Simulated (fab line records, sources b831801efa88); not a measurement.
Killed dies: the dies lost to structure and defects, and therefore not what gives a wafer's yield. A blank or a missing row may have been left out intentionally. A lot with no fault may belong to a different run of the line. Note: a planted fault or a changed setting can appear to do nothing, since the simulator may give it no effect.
fab line records	flow gf180mcu
record: lots: 5	wafers: 23
route steps=602 shown DUAL_GATE@143 HV_LDD@180 NSD@241 PSD@252
start-h: the number of hours between the record's first day and the start of the first shown wafer of the lot	wait-h: hours elapsed since this lot's preceding step	" the same as in the row above	L1.1+2: one row covering several wafers at once	- no value, or no start given	* or withheld: withheld	< > ~ a bound
route shown NAME@n: NAME is a module with steps in the file, n the number in the route of the first one	usual: mean/standard deviation of fault-free wafers	same: alike in all rows	chamber/n: place in a boat	sites: readings site by site	_std_site: standard deviation of those values	_edge_site: the outer-site mean with the inner-site mean subtracted	radius-mm: for every site, how far away it sits from the centre of the wafer	mask NAME#n: copy n	behind: the last tool/chamber to shape the wafer	hold: why the lot was held/for how many hours/how that ended	device: whichever transistor did not switch (one of n, p or np)	end of line: at the end of the route, the tests of the same wafers	a step without rows: its recipe alone	killed: dies lost to structure and defects at the first sort, not the wafer's yield	map: a wafer's dies, x killed, . not, _ none there
set.NAME: the setting as run; set.NAME@STEP: as run at that earlier step	model.NAME: the simulator's own value behind a step, which no gauge read
lots where settings were altered on purpose, with a table for each step and a row for each wafer
== steps ==
step: GF_DUAL_GATE_OXIDATION_02
recipe: temp-c: 900	ambient: O2	stabilise-s: 600	purge-s: 300	target-thk-a: 108.87	ox-time-s: 1602
lot.wafer	tool	chamber	start-h	wait-h	set.temp-c	model.SiO2_of_DUAL_GATE_OXIDATION_02.thk-nm
L075.1	-	-	-	1.8	902.3	10.97
L075.2	"	-	"	"	902.3	11.33
L075.3	"	-	"	"	902.3	11.15
L075.5	"	-	"	"	902.3	11.29
L075.6	"	-	"	"	902.3	11.14
L077.2	-	-	-	0.4	900	11.13
L077.3	"	-	"	"	900	11.14
L077.4	"	-	"	"	900	11.21
L077.5	"	-	"	"	900	10.97
L077.6	"	-	"	"	900	10.91
L080.1+6	furnace-01	0	199.18	0.0	900	11.03
L080.3	"	0	"	"	900	10.9
L082.1+2	-	-	-	0.0	907.4	11.76
L082.3	"	-	"	"	907.4	11.72
L082.5	"	-	"	"	907.4	11.63
L082.6	"	-	"	"	907.4	11.75
L085.1	-	-	-	0.0	896.9	10.57
L085.2	"	-	"	"	896.9	10.58
L085.3	"	-	"	"	896.9	10.66
L085.5	"	-	"	"	896.9	10.62
L085.6	"	-	"	"	896.9	10.52
step: GF_DUAL_GATE_THK_MEAS_03
recipe: reads: SiO2_of_DUAL_GATE_OXIDATION_02
usual: DUAL_GATE_OXIDATION_00_THK: 10.89/0.17
lot.wafer	tool	chamber	start-h	wait-h	set.temp-c@DUAL_GATE_OXIDATION_02	DUAL_GATE_OXIDATION_00_THK[nm]
L075.1	film-metro-01	-	-	-	902.3	10.97
L075.2	"	-	"	"	902.3	11.34
L075.3	"	-	"	"	902.3	11.15
L075.5	"	-	"	"	902.3	11.22
L075.6	"	-	"	"	902.3	11.16
L077.2	film-metro-03	-	-	-	900	11.16
L077.3	"	-	"	"	900	11.13
L077.4	"	-	"	"	900	11.21
L077.5	"	-	"	"	900	11.01
L077.6	"	-	"	"	900	10.96
L080.1	film-metro-01	-	200.62	0.0	900	10.99
L080.3	"	-	"	"	900	10.89
L080.6	"	-	"	"	900	11.03
L082.1	film-metro-03	-	-	-	907.4	11.77
L082.2	"	-	"	"	907.4	11.77
L082.3	"	-	"	"	907.4	11.77
L082.5	"	-	"	"	907.4	11.58
L082.6	"	-	"	"	907.4	11.76
L085.1	film-metro-01	-	-	-	896.9	10.54
L085.2	"	-	"	"	896.9	10.57
L085.3	"	-	"	"	896.9	10.63
L085.5	"	-	"	"	896.9	10.59
L085.6	"	-	"	"	896.9	10.57
step: GF_HV_LDD_EXPOSE_04
recipe: mask-id: Nplus_LV_AREA	target-cd-nm: 400	na: 0.6	source-shape: conventional	sigma-outer: 0.6	dose-mj: 140
lot.wafer	tool	chamber	start-h	wait-h	mask	set.dose-mj
L075.1+3+5	iline-stepper-02	0	-	-	Nplus_LV_AREA#0	142.8
L075.2+6	"	0	"	"	Nplus_LV_AREA#0	140
L077.2+3+6	iline-stepper-02	0	-	-	Nplus_LV_AREA#0	140
L077.4+5	"	0	"	"	Nplus_LV_AREA#0	129.6
L080.1+3+6	iline-stepper-02	0	-	-	Nplus_LV_AREA#0	140
L082.1+2+3+5+6	iline-stepper-01	0	-	-	Nplus_LV_AREA#0	140
L085.1+2+3+5+6	iline-stepper-01	0	-	-	Nplus_LV_AREA#0	140
step: GF_HV_LDD_DEVELOP_06
recipe: develop-time-s: 60	dev-temp-c: 23
lot.wafer	tool	chamber	start-h	wait-h	set.dev-temp-c
L075.1+2+3+5+6	litho-track-04	0	225.86	0.1	23
L077.2+4+5	litho-track-03	0	235.31	0.1	23
L077.3+6	"	0	"	"	20.18
L080.1+3+6	litho-track-03	0	260.09	0.1	23
L082.1+2+3+5+6	litho-track-04	0	270.76	0.1	23
L085.1+2+5	litho-track-03	0	298.53	0.1	23
L085.3+6	"	0	"	"	21.63
step: GF_HV_LDD_CD_MEAS_07
recipe: target-cd-nm: 400
usual: cd-nm: 399.3/2.6
lot.wafer	tool	chamber	start-h	wait-h	set.dose-mj@HV_LDD_EXPOSE_04	set.dev-temp-c@HV_LDD_DEVELOP_06	cd-nm
L075.1	cd-sem-01	-	226.01	0.1	142.8	23	408.6
L075.2	"	-	"	"	140	23	401.4
L075.3	"	-	"	"	142.8	23	408.3
L075.5	"	-	"	"	142.8	23	406.1
L075.6	"	-	"	"	140	23	402.4
L077.2	cd-sem-02	-	235.46	0.1	140	23	398.5
L077.3	"	-	"	"	140	20.18	408.8
L077.4	"	-	"	"	129.6	23	374.8
L077.5	"	-	"	"	129.6	23	378.5
L077.6	"	-	"	"	140	20.18	408.4
L080.1	cd-sem-01	-	260.24	0.1	140	23	400.0
L080.3	"	-	"	"	140	23	398.6
L080.6	"	-	"	"	140	23	401.1
L082.1	cd-sem-01	-	270.91	0.1	140	23	400.0
L082.2	"	-	"	"	140	23	401.0
L082.3	"	-	"	"	140	23	400.5
L082.5	"	-	"	"	140	23	400.6
L082.6	"	-	"	"	140	23	399.4
L085.1	cd-sem-01	-	298.68	0.1	140	23	398.5
L085.2	"	-	"	"	140	23	399.4
L085.3	"	-	"	"	140	21.63	404.2
L085.5	"	-	"	"	140	23	397.9
L085.6	"	-	"	"	140	21.63	403.9
step: GF_HV_LDD_DEVELOP_18
recipe: develop-time-s: 60	dev-temp-c: 23
lot.wafer	tool	chamber	start-h	wait-h	set.develop-time-s
L075.1+2+3+5+6	litho-track-04	0	244.36	0.1	60
L077.2+3+4	litho-track-01	0	254.41	0.1	60
L077.5+6	"	0	"	"	54.07
L080.1+3+6	litho-track-04	0	279.51	0.1	60
L082.1+3+5	litho-track-01	0	290.23	0.1	60
L082.2+6	"	0	"	"	57.58
L085.1+2	litho-track-01	0	318.63	0.1	60
L085.3+5+6	"	0	"	"	56.75
step: GF_HV_LDD_CD_MEAS_19
recipe: target-cd-nm: 400
usual: cd-nm: 399.6/1.9
lot.wafer	tool	chamber	start-h	wait-h	set.develop-time-s@HV_LDD_DEVELOP_18	cd-nm
L075.1	cd-sem-02	-	244.51	0.1	60	397.9
L075.2	"	-	"	"	60	399.5
L075.3	"	-	"	"	60	397.3
L075.5	"	-	"	"	60	397.6
L075.6	"	-	"	"	60	397.2
L077.2	cd-sem-01	-	254.55	0.1	60	395.7
L077.3	"	-	"	"	60	397.2
L077.4	"	-	"	"	60	395.7
L077.5	"	-	"	"	54.07	385.3
L077.6	"	-	"	"	54.07	385.5
L080.1	cd-sem-01	-	279.66	0.1	60	400.5
L080.3	"	-	"	"	60	402.3
L080.6	"	-	"	"	60	402.8
L082.1	cd-sem-02	-	290.38	0.1	60	401.0
L082.2	"	-	"	"	57.58	398.2
L082.3	"	-	"	"	60	404.6
L082.5	"	-	"	"	60	402.6
L082.6	"	-	"	"	57.58	398.6
L085.1	cd-sem-01	-	318.78	0.1	60	399.2
L085.2	"	-	"	"	60	401.2
L085.3	"	-	"	"	56.75	393.4
L085.5	"	-	"	"	56.75	395.9
L085.6	"	-	"	"	56.75	392.5
step: GF_HV_LDD_EXPOSE_28
recipe: mask-id: Nplus_HV_AREA	target-cd-nm: 400	na: 0.6	source-shape: conventional	sigma-outer: 0.6	dose-mj: 140
lot.wafer	tool	chamber	start-h	wait-h	mask	set.dose-mj
L075.1+2+3+5+6	iline-stepper-01	0	-	-	Nplus_HV_AREA#0	140
L077.2+5+6	iline-stepper-01	0	-	-	Nplus_HV_AREA#0	140
L077.3+4	"	0	"	"	Nplus_HV_AREA#0	130.8
L080.1+3+6	iline-stepper-01	0	-	-	Nplus_HV_AREA#0	140
L082.1+6	iline-stepper-01	0	-	-	Nplus_HV_AREA#0	140
L082.2+3+5	"	0	"	"	Nplus_HV_AREA#0	132.2
L085.1+3+6	iline-stepper-01	0	-	-	Nplus_HV_AREA#0	133.4
L085.2+5	"	0	"	"	Nplus_HV_AREA#0	140
step: GF_HV_LDD_DEVELOP_30
recipe: develop-time-s: 60	dev-temp-c: 23
lot.wafer	tool	chamber	start-h	wait-h	set.develop-time-s
L075.1+3+6	litho-track-04	0	263.31	0.1	54.07
L075.2+5	"	0	"	"	60
L077.2+3+4+5+6	litho-track-03	0	273.96	0.1	60
L080.1+3+6	litho-track-01	0	299.73	0.1	60
L082.1+2	litho-track-01	0	311.03	0.1	60
L082.3+5+6	"	0	"	"	53.46
L085.1+3+5	litho-track-03	0	340.48	0.1	60
L085.2+6	"	0	"	"	54.76
step: GF_HV_LDD_CD_MEAS_31
recipe: target-cd-nm: 400
usual: cd-nm: 398.4/2.3
lot.wafer	tool	chamber	start-h	wait-h	set.dose-mj@HV_LDD_EXPOSE_28	set.develop-time-s@HV_LDD_DEVELOP_30	cd-nm
L075.1	cd-sem-01	-	263.46	0.1	140	54.07	393.0
L075.2	"	-	"	"	140	60	400.3
L075.3	"	-	"	"	140	54.07	392.2
L075.5	"	-	"	"	140	60	402.2
L075.6	"	-	"	"	140	54.07	393.4
L077.2	cd-sem-02	-	274.11	0.1	140	60	398.9
L077.3	"	-	"	"	130.8	60	380.7
L077.4	"	-	"	"	130.8	60	379.1
L077.5	"	-	"	"	140	60	397.6
L077.6	"	-	"	"	140	60	398.0
L080.1	cd-sem-01	-	299.88	0.1	140	60	393.2
L080.3	"	-	"	"	140	60	393.7
L080.6	"	-	"	"	140	60	396.5
L082.1	cd-sem-02	-	311.18	0.1	140	60	396.6
L082.2	"	-	"	"	132.2	60	380.2
L082.3	"	-	"	"	132.2	53.46	368.9
L082.5	"	-	"	"	132.2	53.46	369.6
L082.6	"	-	"	"	140	53.46	386.6
L085.1	cd-sem-01	-	340.63	0.1	133.4	60	386.0
L085.2	"	-	"	"	140	54.76	390.3
L085.3	"	-	"	"	133.4	60	384.2
L085.5	"	-	"	"	140	60	398.9
L085.6	"	-	"	"	133.4	54.76	377.4
step: GF_HV_LDD_EXPOSE_43
recipe: mask-id: Pplus_HV_AREA	target-cd-nm: 400	na: 0.6	source-shape: conventional	sigma-outer: 0.6	dose-mj: 140
lot.wafer	tool	chamber	start-h	wait-h	mask	set.dose-mj
L075.1+5	iline-stepper-02	0	-	-	Pplus_HV_AREA#0	147.9
L075.2+3+6	"	0	"	"	Pplus_HV_AREA#0	140
L077.2+3	iline-stepper-01	0	-	-	Pplus_HV_AREA#0	137.3
L077.4+5+6	"	0	"	"	Pplus_HV_AREA#0	140
L080.1+3+6	iline-stepper-01	0	-	-	Pplus_HV_AREA#0	140
L082.1+5	iline-stepper-01	0	-	-	Pplus_HV_AREA#0	140
L082.2+3+6	"	0	"	"	Pplus_HV_AREA#0	133
L085.1+5+6	iline-stepper-02	0	-	-	Pplus_HV_AREA#0	144.5
L085.2+3	"	0	"	"	Pplus_HV_AREA#0	140
step: GF_HV_LDD_PEB_44
recipe: temp-c: withheld	time-s: *	resist: NOVOLAK
step: GF_HV_LDD_DEVELOP_45
recipe: develop-time-s: 57.07	dev-temp-c: 23
lot.wafer	tool	chamber	start-h	wait-h	set.dose-mj@HV_LDD_EXPOSE_43	model.HV_LDD.cd-nm
L075.1	litho-track-04	0	283.31	0.1	147.9	413.2
L075.2	"	0	"	"	140	396.9
L075.3+6	"	0	"	"	140	396.4
L075.5	"	0	"	"	147.9	413.7
L077.2	litho-track-01	0	295.11	0.1	137.3	387.3
L077.3	"	0	"	"	137.3	387.5
L077.4	"	0	"	"	140	392.3
L077.5	"	0	"	"	140	394.2
L077.6	"	0	"	"	140	393.4
L080.1	litho-track-01	0	321.13	0.1	140	397.6
L080.3	"	0	"	"	140	398.4
L080.6	"	0	"	"	140	398.7
L082.1	litho-track-01	0	332.23	0.1	140	390.9
L082.2	"	0	"	"	133	378.1
L082.3	"	0	"	"	133	378.3
L082.5	"	0	"	"	140	393.3
L082.6	"	0	"	"	133	377.8
L085.1	litho-track-03	0	363.13	0.1	144.5	402
L085.2	"	0	"	"	140	393.8
L085.3	"	0	"	"	140	393.4
L085.5	"	0	"	"	144.5	402.1
L085.6	"	0	"	"	144.5	400.2
step: GF_HV_LDD_CD_MEAS_46
recipe: target-cd-nm: 400
usual: cd-nm: 395.2/2.3
lot.wafer	tool	chamber	start-h	wait-h	set.dose-mj@HV_LDD_EXPOSE_43	cd-nm
L075.1	cd-sem-01	-	283.46	0.1	147.9	413.6
L075.2	"	-	"	"	140	396.5
L075.3	"	-	"	"	140	396.3
L075.5	"	-	"	"	147.9	413.6
L075.6	"	-	"	"	140	396.2
L077.2	cd-sem-01	-	295.25	0.1	137.3	387.6
L077.3	"	-	"	"	137.3	387.3
L077.4	"	-	"	"	140	392.5
L077.5	"	-	"	"	140	394.6
L077.6	"	-	"	"	140	393.5
L080.1	cd-sem-01	-	321.28	0.1	140	397.7
L080.3	"	-	"	"	140	398.7
L080.6	"	-	"	"	140	398.7
L082.1	cd-sem-02	-	332.38	0.1	140	391.0
L082.2	"	-	"	"	133	378.3
L082.3	"	-	"	"	133	378.3
L082.5	"	-	"	"	140	393.7
L082.6	"	-	"	"	133	377.6
L085.1	cd-sem-01	-	363.28	0.1	144.5	402.0
L085.2	"	-	"	"	140	393.9
L085.3	"	-	"	"	140	393.2
L085.5	"	-	"	"	144.5	402.3
L085.6	"	-	"	"	144.5	400.1
step: GF_HV_LDD_STRIP_49
recipe: chemistry: O2/N2	power-w: 1400	pressure-mtorr: 1500	platen-temp-c: 250	o2-flow-sccm: 3000	n2-flow-sccm: 300	overash-fraction: 0.5
lot.wafer	tool	chamber	start-h	wait-h	set.o2-flow-sccm
L075.1+3	plasma-asher-01	0,1	283.77	0.1	2697
L075.2+5+6	"	1,1,0	"	"	3000
L077.2+3+4+5+6	plasma-asher-02	0,1,0,0,1	295.54	0.1	3000
L080.1+3+6	plasma-asher-03	0	321.59	0.1	3000
L082.1+3	plasma-asher-03	0	332.69	0.1	2884
L082.2+5+6	"	1,0,1	"	"	3000
L085.1+2+5	plasma-asher-03	0,1,1	363.59	0.1	3000
L085.3+6	"	1,0	"	"	3268
step: GF_HV_LDD_CVD_54
recipe: material: SiO2	target-thk-nm: 10	precursor: TEOS	temp-c: 680	time-s: 75	pressure-mtorr: 400
lot.wafer	tool	chamber	start-h	wait-h	set.target-thk-nm	model.SiO2_of_HV_LDD_CVD_54.thk-nm
L075.1	-	-	-	0.1	10.64	10.96
L075.2	"	-	"	"	10.64	10.98
L075.3	"	-	"	"	10.64	10.92
L075.5	"	-	"	"	10.64	10.88
L075.6	"	-	"	"	10.64	10.77
L077.2	-	-	-	0.3	9.709	9.79
L077.3	"	-	"	"	9.709	9.841
L077.4	"	-	"	"	9.709	9.813
L077.5	"	-	"	"	9.709	9.751
L077.6	"	-	"	"	9.709	9.784
L080.1	lpcvd-01	1	321.99	0.1	10	10.08
L080.3	"	1	"	"	10	10.05
L080.6	"	1	"	"	10	10.1
L082.1	-	-	-	0.1	9.487	9.639
L082.2	"	-	"	"	9.487	9.701
L082.3	"	-	"	"	9.487	9.732
L082.5	"	-	"	"	9.487	9.807
L082.6	"	-	"	"	9.487	9.804
L085.1	-	-	-	0.1	10.47	10.49
L085.2	"	-	"	"	10.47	10.35
L085.3	"	-	"	"	10.47	10.48
L085.5	"	-	"	"	10.47	10.51
L085.6	"	-	"	"	10.47	10.44
step: GF_HV_LDD_THK_MEAS_55
recipe: reads: SiO2_of_HV_LDD_CVD_54
usual: HV_LDD_CVD_54_THK: 10.13/0.12
lot.wafer	tool	chamber	start-h	wait-h	set.target-thk-nm@HV_LDD_CVD_54	HV_LDD_CVD_54_THK[nm]
L075.1	film-metro-02	-	-	-	10.64	10.96
L075.2	"	-	"	"	10.64	10.95
L075.3	"	-	"	"	10.64	10.89
L075.5	"	-	"	"	10.64	10.88
L075.6	"	-	"	"	10.64	10.75
L077.2	film-metro-04	-	-	-	9.709	9.76
L077.3	"	-	"	"	9.709	9.83
L077.4	"	-	"	"	9.709	9.80
L077.5	"	-	"	"	9.709	9.76
L077.6	"	-	"	"	9.709	9.77
L080.1	film-metro-04	-	323.01	0.0	10	10.10
L080.3	"	-	"	"	10	10.01
L080.6	"	-	"	"	10	10.07
L082.1	film-metro-02	-	-	-	9.487	9.66
L082.2	"	-	"	"	9.487	9.69
L082.3	"	-	"	"	9.487	9.70
L082.5	"	-	"	"	9.487	9.80
L082.6	"	-	"	"	9.487	9.79
L085.1	film-metro-04	-	-	-	10.47	10.47
L085.2	"	-	"	"	10.47	10.43
L085.3	"	-	"	"	10.47	10.51
L085.5	"	-	"	"	10.47	10.53
L085.6	"	-	"	"	10.47	10.47
step: GF_NSD_DEVELOP_06
recipe: develop-time-s: 60	dev-temp-c: 23
lot.wafer	tool	chamber	start-h	wait-h	set.develop-time-s
L075.1+2+3+5+6	litho-track-04	0	307.46	0.1	60
L077.2+4	litho-track-04	0	320.44	0.1	53.72
L077.3+5+6	"	0	"	"	60
L080.1+3+6	litho-track-04	0	345.66	0.1	60
L082.1+5+6	litho-track-02	0	358.71	0.1	60
L082.2+3	"	0	"	"	65.71
L085.1+2+3	litho-track-02	0	388.46	0.1	60
L085.5+6	"	0	"	"	55.34
step: GF_NSD_CD_MEAS_07
recipe: target-cd-nm: 400
usual: cd-nm: 398.4/2.3
lot.wafer	tool	chamber	start-h	wait-h	set.develop-time-s@NSD_DEVELOP_06	cd-nm
L075.1	cd-sem-01	-	307.61	0.1	60	400.7
L075.2	"	-	"	"	60	402.9
L075.3	"	-	"	"	60	403.0
L075.5	"	-	"	"	60	400.1
L075.6	"	-	"	"	60	401.9
L077.2	cd-sem-02	-	320.58	0.1	53.72	386.5
L077.3	"	-	"	"	60	398.1
L077.4	"	-	"	"	53.72	387.3
L077.5	"	-	"	"	60	396.9
L077.6	"	-	"	"	60	397.4
L080.1	cd-sem-02	-	345.81	0.1	60	396.9
L080.3	"	-	"	"	60	396.8
L080.6	"	-	"	"	60	400.3
L082.1	cd-sem-02	-	358.87	0.1	60	400.4
L082.2	"	-	"	"	65.71	408.5
L082.3	"	-	"	"	65.71	410.4
L082.5	"	-	"	"	60	401.1
L082.6	"	-	"	"	60	400.6
L085.1	cd-sem-02	-	388.61	0.1	60	400.4
L085.2	"	-	"	"	60	399.5
L085.3	"	-	"	"	60	399.7
L085.5	"	-	"	"	55.34	390.4
L085.6	"	-	"	"	55.34	391.3
step: GF_PSD_EXPOSE_04
recipe: mask-id: Pplus	target-cd-nm: 400	na: 0.6	source-shape: conventional	sigma-outer: 0.6	dose-mj: 140
lot.wafer	tool	chamber	start-h	wait-h	mask	set.dose-mj
L075.1+2+6	iline-stepper-01	0	-	-	Pplus#0	140
L075.3+5	"	0	"	"	Pplus#0	134.7
L077.2+5	iline-stepper-01	0	-	-	Pplus#0	145.3
L077.3+4+6	"	0	"	"	Pplus#0	140
L080.1+3+6	iline-stepper-02	0	-	-	Pplus#0	140
L082.1+2+3+5+6	iline-stepper-02	0	-	-	Pplus#0	140
L085.1+2+6	iline-stepper-02	0	-	-	Pplus#0	140
L085.3+5	"	0	"	"	Pplus#0	132.2
step: GF_PSD_PEB_05
recipe: temp-c: withheld	time-s: *	resist: NOVOLAK
step: GF_PSD_DEVELOP_06
recipe: develop-time-s: 57.92	dev-temp-c: 23
lot.wafer	tool	chamber	start-h	wait-h	set.dose-mj@PSD_EXPOSE_04	model.PSD.cd-nm
L075.1	litho-track-03	0	328.08	0.1	140	401.5
L075.2	"	0	"	"	140	402
L075.3	"	0	"	"	134.7	393.1
L075.5	"	0	"	"	134.7	392.4
L075.6	"	0	"	"	140	404.2
L077.2	litho-track-02	0	341.39	0.1	145.3	411.3
L077.3	"	0	"	"	140	401.3
L077.4	"	0	"	"	140	401.5
L077.5	"	0	"	"	145.3	407.8
L077.6	"	0	"	"	140	399.2
L080.1	litho-track-03	0	368.03	0.1	140	404.2
L080.3	"	0	"	"	140	405.9
L080.6	"	0	"	"	140	407.2
L082.1	litho-track-04	0	381.26	0.1	140	400.4
L082.2	"	0	"	"	140	397.4
L082.3	"	0	"	"	140	399.3
L082.5	"	0	"	"	140	401.5
L082.6	"	0	"	"	140	401.9
L085.1	litho-track-03	0	411.83	0.1	140	401
L085.2	"	0	"	"	140	401.9
L085.3+5	"	0	"	"	132.2	384.5
L085.6	"	0	"	"	140	397.6
step: GF_PSD_CD_MEAS_07
recipe: target-cd-nm: 400
usual: cd-nm: 399.7/2.8
lot.wafer	tool	chamber	start-h	wait-h	set.dose-mj@PSD_EXPOSE_04	cd-nm
L075.1	cd-sem-01	-	328.23	0.1	140	401.6
L075.2	"	-	"	"	140	402.3
L075.3	"	-	"	"	134.7	393.0
L075.5	"	-	"	"	134.7	391.8
L075.6	"	-	"	"	140	404.2
L077.2	cd-sem-02	-	341.53	0.1	145.3	411.4
L077.3	"	-	"	"	140	401.6
L077.4	"	-	"	"	140	401.5
L077.5	"	-	"	"	145.3	407.9
L077.6	"	-	"	"	140	399.7
L080.1	cd-sem-02	-	368.18	0.1	140	404.4
L080.3	"	-	"	"	140	406.1
L080.6	"	-	"	"	140	407.4
L082.1	cd-sem-01	-	381.41	0.1	140	400.5
L082.2	"	-	"	"	140	397.5
L082.3	"	-	"	"	140	399.4
L082.5	"	-	"	"	140	401.6
L082.6	"	-	"	"	140	401.6
L085.1	cd-sem-02	-	411.98	0.1	140	401.3
L085.2	"	-	"	"	140	401.9
L085.3	"	-	"	"	132.2	384.6
L085.5	"	-	"	"	132.2	384.3
L085.6	"	-	"	"	140	397.9
== key ==
split: step: GF_DUAL_GATE_OXIDATION_02	setting: temp-c	stated: 900	by: lot
response: step: GF_DUAL_GATE_OXIDATION_02	reading: model.SiO2_of_DUAL_GATE_OXIDATION_02.thk-nm	change: +0.934	per: 1%	r: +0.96
response: step: GF_DUAL_GATE_THK_MEAS_03	reading: DUAL_GATE_OXIDATION_00_THK	change: +0.94	per: 1%	r: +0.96
split: step: GF_HV_LDD_EXPOSE_04	setting: dose-mj	stated: 140	by: wafer
response: step: GF_HV_LDD_CD_MEAS_07	reading: cd-nm	change: +3.78	per: 1%	r: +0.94
split: step: GF_HV_LDD_DEVELOP_06	setting: dev-temp-c	stated: 23	by: wafer
response: step: GF_HV_LDD_CD_MEAS_07	reading: cd-nm	slope: -0.853	per: 1%	together-with: dose-mj@HV_LDD_EXPOSE_04	explained: 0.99
split: step: GF_HV_LDD_DEVELOP_18	setting: develop-time-s	stated: 60	by: wafer
response: step: GF_HV_LDD_CD_MEAS_19	reading: cd-nm	change: +1.1	per: 1%	r: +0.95
split: step: GF_HV_LDD_EXPOSE_28	setting: dose-mj	stated: 140	by: wafer
response: step: GF_HV_LDD_CD_MEAS_31	reading: cd-nm	change: +2.92	per: 1%	r: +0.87
split: step: GF_HV_LDD_DEVELOP_30	setting: develop-time-s	stated: 60	by: wafer
response: step: GF_HV_LDD_CD_MEAS_31	reading: cd-nm	slope: +0.925	per: 1%	together-with: dose-mj@HV_LDD_EXPOSE_28	explained: 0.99
split: step: GF_HV_LDD_EXPOSE_43	setting: dose-mj	stated: 140	by: wafer
response: step: GF_HV_LDD_DEVELOP_45	reading: model.HV_LDD.cd-nm	change: +2.85	per: 1%	r: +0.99
response: step: GF_HV_LDD_CD_MEAS_46	reading: cd-nm	change: +2.9	per: 1%	r: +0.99
split: step: GF_HV_LDD_STRIP_49	setting: o2-flow-sccm	stated: 3000	by: wafer
response none in this file
split: step: GF_HV_LDD_CVD_54	setting: target-thk-nm	stated: 10	by: lot
response: step: GF_HV_LDD_CVD_54	reading: model.SiO2_of_HV_LDD_CVD_54.thk-nm	change: +0.0963	per: 1%	r: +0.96
response: step: GF_HV_LDD_THK_MEAS_55	reading: HV_LDD_CVD_54_THK	change: +0.0976	per: 1%	r: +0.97
split: step: GF_NSD_DEVELOP_06	setting: develop-time-s	stated: 60	by: wafer
response: step: GF_NSD_CD_MEAS_07	reading: cd-nm	change: +1.01	per: 1%	r: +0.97
split: step: GF_PSD_EXPOSE_04	setting: dose-mj	stated: 140	by: wafer
response: step: GF_PSD_DEVELOP_06	reading: model.PSD.cd-nm	change: +2.65	per: 1%	r: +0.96
response: step: GF_PSD_CD_MEAS_07	reading: cd-nm	change: +2.69	per: 1%	r: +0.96
